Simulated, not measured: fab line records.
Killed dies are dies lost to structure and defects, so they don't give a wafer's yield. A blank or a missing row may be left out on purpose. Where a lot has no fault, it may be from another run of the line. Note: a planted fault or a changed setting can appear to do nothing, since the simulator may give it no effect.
The tool behind it: which one?    flow gf180mcu    Sampling: 14 lots, 42 wafers, 2 of 602 route steps

## WHAT THE GAUGES SHOWED, per wafer
GF_STI_CD_MEAS_12 targets a cd of 220 nm. Usual: cd_nm 220.6 nm, standard deviation 1.4.
lot   measured     on         cd_nm (nm)         flag
L203  day 2 06:12  cd_sem-02  220.4 219.9 220.9  
L204  day 2 12:58  cd_sem-01  222.2 220.3 221.6  
L207  day 3 04:08  cd_sem-02  221.3 221.6 220.6  
L208  day 3 09:59  cd_sem-01  221.5 221.4 221.9  
L209  day 3 13:44  cd_sem-02  219.2 219.0 220.1  
L210  day 3 20:01  cd_sem-02  220.8 221.0 221.5  
L211  day 3 23:31  cd_sem-01  222.5 221.8 222.3  
L212  day 4 04:40  cd_sem-01  220.6 220.0 220.4  
L217  day 5 06:07  cd_sem-02  220.2 220.5 220.3  
L220  day 6 00:26  cd_sem-02  220.6 219.6 218.0  
L221  day 6 03:27  cd_sem-01  217.8 219.3 219.7  
L222  day 6 08:29  cd_sem-02  223.4 223.0 222.0  
L223  day 6 13:27  cd_sem-02  220.4 219.2 221.0  
L224  day 6 19:52  cd_sem-01  220.9 221.0 220.3  

GF_STI_THK_MEAS_30. Usual: STI_OXIDATION_02_THK typically reads 10.00 nm, with standard deviation 0.22.
lot   measured     on             STI_OXIDATION_02_THK (nm)  flag
L203  day 2 12:31  film_metro-01  10.19 9.94 10.13           
L204  day 2 17:38  film_metro-03  10.05 10.14 10.04          
L207  day 3 08:29  film_metro-02  10.45 10.27 10.33          
L208  day 3 14:35  film_metro-03  10.23 10.59 10.31          
L209  day 3 18:14  film_metro-03  10.24 10.26 10.24          
L210  day 4 00:22  film_metro-01  10.37 10.28 10.42          
L211  day 4 04:13  film_metro-01  9.96 9.99 10.02            
L212  day 4 09:23  film_metro-03  10.13 10.26 10.05          
L217  day 5 11:01  film_metro-01  9.87 10.07 9.91            
L220  day 6 06:41  film_metro-01  9.75 9.52 9.73             
L221  day 6 08:26  film_metro-02  9.79 9.64 9.71             
L222  day 6 12:55  film_metro-01  9.43 9.82 9.77             
L223  day 6 18:10  film_metro-01  9.88 10.16 9.96            
L224  day 7 00:13  film_metro-03  9.71 9.78 9.72             

## WHICH TOOL RAN EACH LOT (tool, then ch and the chambers of the sampled wafers, then the start)
Record: no process step prior to these readings.

## AS READ BY THE TOOLS THEMSELVES (means over the sampled wafers that have a number; for cases with no such wafer, the mark the record gives instead)
The record holds no such reading with a usual standard deviation.

## THE ANSWER, worked out from the rows above alone
Rule: a lot is off if the mean of its wafers that have a number lies more than 3 standard deviations from the usual mean. Also off: a lot with no number at a reading for which 4 or more lots have one. Where the step has rows for the other lots, those lots are counted as sound. After the gauges, taken in route order, come the tools' own readings; for these a lot's mean is taken, as printed above. The first step at which some lot is off is used, and at that step the reading that is off furthest; a lot without a number counts as furthest.
No lot is off on any of the readings shown, so nothing can be concluded from this.

## WHAT THE SIMULATOR HAD PUT IN
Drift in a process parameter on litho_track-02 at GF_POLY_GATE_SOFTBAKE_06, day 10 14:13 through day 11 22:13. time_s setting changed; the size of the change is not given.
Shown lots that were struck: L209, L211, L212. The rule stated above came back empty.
